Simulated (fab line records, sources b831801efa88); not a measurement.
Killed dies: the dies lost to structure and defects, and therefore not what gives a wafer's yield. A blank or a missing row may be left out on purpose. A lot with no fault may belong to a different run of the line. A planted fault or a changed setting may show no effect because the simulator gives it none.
Which tool was responsible? + flow sfqLine + 15 lots with 45 wafers sampled at 6 steps, on a route of 325 steps

## WHAT EACH GAUGE READ, for each wafer
SFQ_I5_OVL_MEAS_936.
| lot  | measured     | on         | I5_OVL (nm) |
|------|--------------|------------|-------------|
| L321 | day 66 10:18 | overlay-01 | -12 -15 -11 |
| L324 | day 66 17:30 | overlay-01 | -2 -6 -6    |
| L325 | day 66 21:14 | overlay-01 | -2 -4 -8    |
| L326 | day 66 22:25 | overlay-02 | -1 -3 -2    |
| L328 | day 67 15:13 | overlay-01 | 3 -2 4      |
| L329 | day 68 03:13 | overlay-02 | -2 -7 -2    |
| L330 | day 69 07:31 | overlay-01 | -4 -5 -7    |
| L332 | day 70 08:20 | overlay-02 | 7 6 4       |
| L334 | day 70 23:56 | overlay-01 | -8 -11 -2   |
| L335 | day 71 05:56 | overlay-02 | -1 -1 -9    |
| L336 | day 71 11:56 | overlay-01 | -3 -5 -6    |
| L338 | day 72 03:32 | overlay-01 | -1 1 6      |
| L340 | day 72 15:32 | overlay-01 | -3 -3 -1    |
| L341 | day 72 16:44 | overlay-01 | -1 7 3      |
| L344 | day 73 08:20 | overlay-01 | 0 3 1       |

SFQ_M6_RS_MEAS_938: a four-point-probe measurement.
| lot  | measured     | on           | M6_NB_RS (ohm/sq) |
|------|--------------|--------------|-------------------|
| L321 | day 66 14:47 | filmMetro-01 | 0.891 0.900 0.899 |
| L324 | day 69 15:12 | filmMetro-02 | 0.884 0.890 0.896 |
| L325 | day 72 13:50 | filmMetro-01 | 0.439 0.440 0.438 |
| L326 | day 72 15:22 | filmMetro-04 | 0.892 0.884 0.877 |
| L328 | day 73 02:10 | filmMetro-04 | 0.886 0.874 0.877 |
| L329 | day 73 13:13 | filmMetro-01 | 0.438 0.437 0.439 |
| L330 | day 74 04:40 | filmMetro-02 | 0.881 0.886 0.890 |
| L332 | day 75 10:59 | filmMetro-02 | 0.441 0.437 0.438 |
| L334 | day 75 21:29 | filmMetro-04 | 0.904 0.889 0.895 |
| L335 | day 76 07:16 | filmMetro-04 | 0.905 0.892 0.904 |
| L336 | day 76 10:41 | filmMetro-02 | 0.888 0.877 0.889 |
| L338 | day 77 04:04 | filmMetro-04 | 0.887 0.893 0.890 |
| L340 | day 77 13:24 | filmMetro-02 | 0.896 0.899 0.896 |
| L341 | day 77 15:47 | filmMetro-01 | 0.889 0.879 0.879 |
| L344 | day 78 10:23 | filmMetro-02 | 0.890 0.882 0.891 |

SFQ_I6_BOW_MEAS_941.
| lot  | measured     | on           | I6_BOW (um) |
|------|--------------|--------------|-------------|
| L321 | day 72 08:50 | filmMetro-01 | 28 18 20    |
| L324 | day 72 15:50 | filmMetro-01 | 25 12 8     |
| L325 | day 72 21:17 | filmMetro-04 | -10 6 -2    |
| L326 | day 72 22:28 | filmMetro-01 | 0 2 -4      |
| L328 | day 73 08:41 | filmMetro-04 | 7 8 -3      |
| L329 | day 73 20:31 | filmMetro-01 | -8 -4 -7    |
| L330 | day 79 08:02 | filmMetro-03 | -5 0 0      |
| L332 | day 80 15:51 | filmMetro-01 | -3 -6 -7    |
| L334 | day 81 01:24 | filmMetro-01 | -6 -4 3     |
| L335 | day 81 08:04 | filmMetro-04 | 12 7 13     |
| L336 | day 81 12:52 | filmMetro-03 | 6 -11 9     |
| L338 | day 81 18:50 | filmMetro-01 | -1 14 8     |
| L340 | day 81 21:52 | filmMetro-01 | 8 -1 6      |
| L341 | day 81 23:02 | filmMetro-04 | 3 9 9       |
| L344 | day 82 09:14 | filmMetro-01 | 35 21 25    |

## WHICH TOOL RAN EACH LOT (tool, then ch and the chambers of the sampled wafers, then the start)
| lot  | SFQ_TRILAYER_R5_BARC_OPEN_METAL_ETCH_177 | SFQ_TRILAYER_M6_DEP_SPUTTER_157 | SFQ_TRILAYER_M6_ETCH_METAL_ETCH_162 |
|------|------------------------------------------|---------------------------------|-------------------------------------|
| L321 | rieMetal-03 ch 0,1, day 60 12:44         | pvdSputter-04, day 66 14:40     | rieMetal-03 ch 0,1, day 72 04:49    |
| L324 | rieMetal-04 ch 0,1, day 60 18:44         | pvdSputter-04, day 69 15:05     | rieMetal-03 ch 0,1, day 72 11:50    |
| L325 | rieMetal-02 ch 0,1, day 60 19:57         | pvdSputter-05, day 72 13:27     | rieMetal-04 ch 0,1, day 72 17:19    |
| L326 | rieMetal-03 ch 0,1, day 60 21:08         | pvdSputter-03, day 72 15:15     | rieMetal-03 ch 0,1, day 72 18:28    |
| L328 | rieMetal-02 ch 0,1, day 61 21:16         | pvdSputter-05, day 73 02:04     | rieMetal-03 ch 0,1, day 73 04:41    |
| L329 | rieMetal-03 ch 0,1, day 62 12:52         | pvdSputter-04, day 73 12:51     | rieMetal-01 ch 1, day 73 15:50      |
| L330 | rieMetal-02 ch 0,1, day 63 12:52         | pvdSputter-05, day 74 04:35     | rieMetal-03 ch 0,1, day 79 04:04    |
| L332 | rieMetal-02 ch 0,1, day 64 22:21         | pvdSputter-05, day 75 10:35     | rieMetal-04 ch 0,1, day 80 10:17    |
| L334 | rieMetal-04 ch 0,1, day 65 13:56         | pvdSputter-03, day 75 21:23     | rieMetal-03 ch 0,1, day 80 21:24    |
| L335 | rieMetal-02 ch 0,1, day 65 18:44         | pvdSputter-04, day 76 07:09     | rieMetal-04 ch 0,1, day 81 04:04    |
| L336 | rieMetal-02 ch 0,1, day 65 22:20         | pvdSputter-04, day 76 10:35     | rieMetal-03 ch 0, day 81 08:52      |
| L338 | rieMetal-03 ch 0,1, day 66 11:32         | pvdSputter-04, day 77 03:59     | rieMetal-01 ch 0,1, day 81 14:52    |
| L340 | rieMetal-04 ch 0,1, day 66 23:39         | pvdSputter-04, day 77 13:17     | rieMetal-03 ch 0, day 81 17:16      |
| L341 | rieMetal-03 ch 0,1, day 67 00:51         | pvdSputter-05, day 77 15:41     | rieMetal-01 ch 0,1, day 81 18:28    |
| L344 | rieMetal-04 ch 1, day 67 23:39           | pvdSputter-03, day 78 10:17     | rieMetal-04 ch 0,1, day 82 05:16    |
- SFQ_TRILAYER_R5_BARC_OPEN_METAL_ETCH_177: etches BARC in O2, target depth 125 nm, time 41.7 s.
- SFQ_TRILAYER_M6_DEP_SPUTTER_157: material Nb, target thk 200 nm, time 133.3 s.
- SFQ_TRILAYER_M6_ETCH_METAL_ETCH_162: etches Nb in Cl2/Ar, stops on SiO2, target depth 240 nm, time 120 s.

## AS READ BY THE TOOLS THEMSELVES (means over the sampled wafers that have a number; for cases with no such wafer, the mark the record gives instead)
SFQ_TRILAYER_R5_BARC_OPEN_METAL_ETCH_177.
| lot  | tool        | drypumpMotorCurrentA (A) | oesProductAu (a.u.) |
|------|-------------|--------------------------|---------------------|
| L321 | rieMetal-03 | 5.8                      | 0.683               |
| L324 | rieMetal-04 | 5.9                      | 0.683               |
| L325 | rieMetal-02 | 5.0                      | 0.685               |
| L326 | rieMetal-03 | 5.8                      | 0.682               |
| L328 | rieMetal-02 | 5.1                      | 0.686               |
| L329 | rieMetal-03 | 5.8                      | 0.686               |
| L330 | rieMetal-02 | 4.8                      | 0.687               |
| L332 | rieMetal-02 | 4.8                      | 0.684               |
| L334 | rieMetal-04 | 6.3                      | 0.693               |
| L335 | rieMetal-02 | 4.8                      | 0.686               |
| L336 | rieMetal-02 | 5.1                      | 0.684               |
| L338 | rieMetal-03 | 5.8                      | 0.686               |
| L340 | rieMetal-04 | 6.3                      | 0.679               |
| L341 | rieMetal-03 | 5.9                      | 0.689               |
| L344 | rieMetal-04 | 6.6                      | 0.683               |

SFQ_TRILAYER_M6_DEP_SPUTTER_157.
| lot  | tool          | throttleValvePct (%) |
|------|---------------|----------------------|
| L321 | pvdSputter-04 | 30.6                 |
| L324 | pvdSputter-04 | 29.2                 |
| L325 | pvdSputter-05 | 29.7                 |
| L326 | pvdSputter-03 | 30.0                 |
| L328 | pvdSputter-05 | 30.5                 |
| L329 | pvdSputter-04 | 30.5                 |
| L330 | pvdSputter-05 | 30.5                 |
| L332 | pvdSputter-05 | 30.7                 |
| L334 | pvdSputter-03 | 29.7                 |
| L335 | pvdSputter-04 | 29.1                 |
| L336 | pvdSputter-04 | 29.9                 |
| L338 | pvdSputter-04 | 29.0                 |
| L340 | pvdSputter-04 | 30.5                 |
| L341 | pvdSputter-05 | 30.6                 |
| L344 | pvdSputter-03 | 29.3                 |

SFQ_TRILAYER_M6_ETCH_METAL_ETCH_162.
| lot  | tool        | drypumpMotorCurrentA (A) | oesProductAu (a.u.) |
|------|-------------|--------------------------|---------------------|
| L321 | rieMetal-03 | 5.8                      | 0.889               |
| L324 | rieMetal-03 | 5.8                      | 0.894               |
| L325 | rieMetal-04 | 6.3                      | 0.999               |
| L326 | rieMetal-03 | 5.8                      | 0.896               |
| L328 | rieMetal-03 | 5.8                      | 0.903               |
| L329 | rieMetal-01 | 6.2                      | 0.995               |
| L330 | rieMetal-03 | 5.8                      | 0.895               |
| L332 | rieMetal-04 | 5.9                      | 1.006               |
| L334 | rieMetal-03 | 5.8                      | 0.892               |
| L335 | rieMetal-04 | 5.9                      | 0.887               |
| L336 | rieMetal-03 | 5.9                      | 0.896               |
| L338 | rieMetal-01 | 6.4                      | 0.899               |
| L340 | rieMetal-03 | 5.9                      | 0.891               |
| L341 | rieMetal-01 | 6.4                      | 0.903               |
| L344 | rieMetal-04 | 6.0                      | 0.897               |

## THE ANSWER, worked out from the rows above alone
Rule: what is usual is taken from the lots themselves. Put in order of their means at a reading, lots are off if they are a third of the lots or fewer, leave a main group of 4 or more, and stand apart from it by a gap of 3 or more times the standard deviation of the main group's means; of several such gaps the widest counts. If all means in a main group match to the digits the tables above print for the reading, that group is not used. A lot without any number at a reading at which 4 lots or more have one is off too. All remaining lots with rows at the step are treated as sound. The gauges are gone through in route order, then the tools' own readings, and for those a lot's mean is taken as printed above. The first step at which some lot is off is used, and at that step the reading that is off furthest; a lot without a number counts as furthest.
Off: L325, L329, L332, seen at SFQ_M6_RS_MEAS_938 (M6_NB_RS). Main group: mean 0.889 ohm/sq, sd 0.0064.
If a tool, at a process step before that reading, ran all the lots that are off and no sound lot after the first of them, it fits. The gauges at SFQ_M6_RS_MEAS_938 aren't tried: what is off there is off at SFQ_TRILAYER_M6_ETCH_METAL_ETCH_162 too, on other tools, and a gauge's error can't cause that. Of those tried, none fits.

## WHAT THE SIMULATOR PUT IN
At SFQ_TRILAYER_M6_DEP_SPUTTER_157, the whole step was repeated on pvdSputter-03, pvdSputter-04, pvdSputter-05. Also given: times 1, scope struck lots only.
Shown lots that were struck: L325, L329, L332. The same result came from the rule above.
